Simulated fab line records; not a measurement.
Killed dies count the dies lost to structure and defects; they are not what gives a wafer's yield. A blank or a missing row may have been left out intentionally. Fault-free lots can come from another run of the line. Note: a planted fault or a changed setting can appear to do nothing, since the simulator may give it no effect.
One fault seen from 2 desks ; flow gf180mcu ; every desk sees just its own numbers, and what lay behind them comes last

AT THE TOOL OWNER'S DESK: pvd-sputter-03
The tool's own readings at GF_SALICIDE_SPUTTER_03 (material TiN, target thk 20 nm, time 16.7 s): means of the sampled wafers that have a number, for each lot that ran on this tool. The brackets show how far a lot's mean lies from the usual mean; more than 4 standard deviations puts the lot out of limits, marked OUT.
Columns: A = cathode-dc-power-W at GF_SALICIDE_SPUTTER_03, usual 6499.9 W; B = chamber-pressure-pa at GF_SALICIDE_SPUTTER_03, usual 0.4000 Pa; C = throttle-valve-pct at GF_SALICIDE_SPUTTER_03, usual 30.0 %
lot;first seen here;A;B;C
L492;day 16 10:23;6500.3;0.4009;29.0
L502;day 20 04:03;6353.0 (-99 or more) OUT;0.4000;30.1
L503;day 20 15:14;6352.0 (-99 or more) OUT;0.4006;31.0
L504;day 20 17:43;6354.4 (-99 or more) OUT;0.4004;29.8
This desk finds L502, L503, L504 out of limits, L502 being first, at day 20 04:03 (cathode-dc-power-W at GF_SALICIDE_SPUTTER_03). L492: within limits.

AT THE METROLOGY DESK
Lot by lot, what the gauges showed, no matter which tool ran the lot: averages of those sampled wafers that carry a number. The brackets show how far a lot's mean lies from the usual mean; more than 4 standard deviations puts the lot out of limits, marked OUT.
Columns: A = cd-nm at GF_SAB_CD_MEAS_09, usual 420.3 nm; B = SAB_OVL at GF_SAB_OVL_MEAS_10, usual 0.9 nm; C = SALICIDE_TIN_RS at GF_SALICIDE_RS_MEAS_04, usual 16.24 ohm/sq
lot;first seen here;A;B;C
L492;day 16 09:52;418.6;2.0;16.42
L502;day 20 03:32;414.8;0.4;16.54
L503;day 20 14:43;422.7;1.6;16.56
L504;day 20 17:13;417.2;0.7;16.03
L505;day 21 04:26;425.9;0.6;16.17
L508;day 22 02:04;418.2;2.4;16.26
L511;day 23 04:57;419.0;0.0;16.16
This desk's verdict: no lot among the 7 shows anything out of limits.

ALL TOGETHER
The tool owner's desk had the chance to raise an alarm at day 20 04:03 on L502, L503, L504.
The metrology desk saw nothing out of limits.
The metrology desk has L502, L503, L504 on record, within its limits.
Every lot named ran GF_SALICIDE_SPUTTER_03 on pvd-sputter-03.

WHAT WAS PUT IN BY THE SIMULATOR
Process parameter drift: pvd-sputter-03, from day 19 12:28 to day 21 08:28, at GF_SALICIDE_SPUTTER_03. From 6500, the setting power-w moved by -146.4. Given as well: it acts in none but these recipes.
Shown lots that were struck: L502, L503, L504.
Each desk's first reading out of limits, in hours after the fault started: the tool owner's desk, 16.
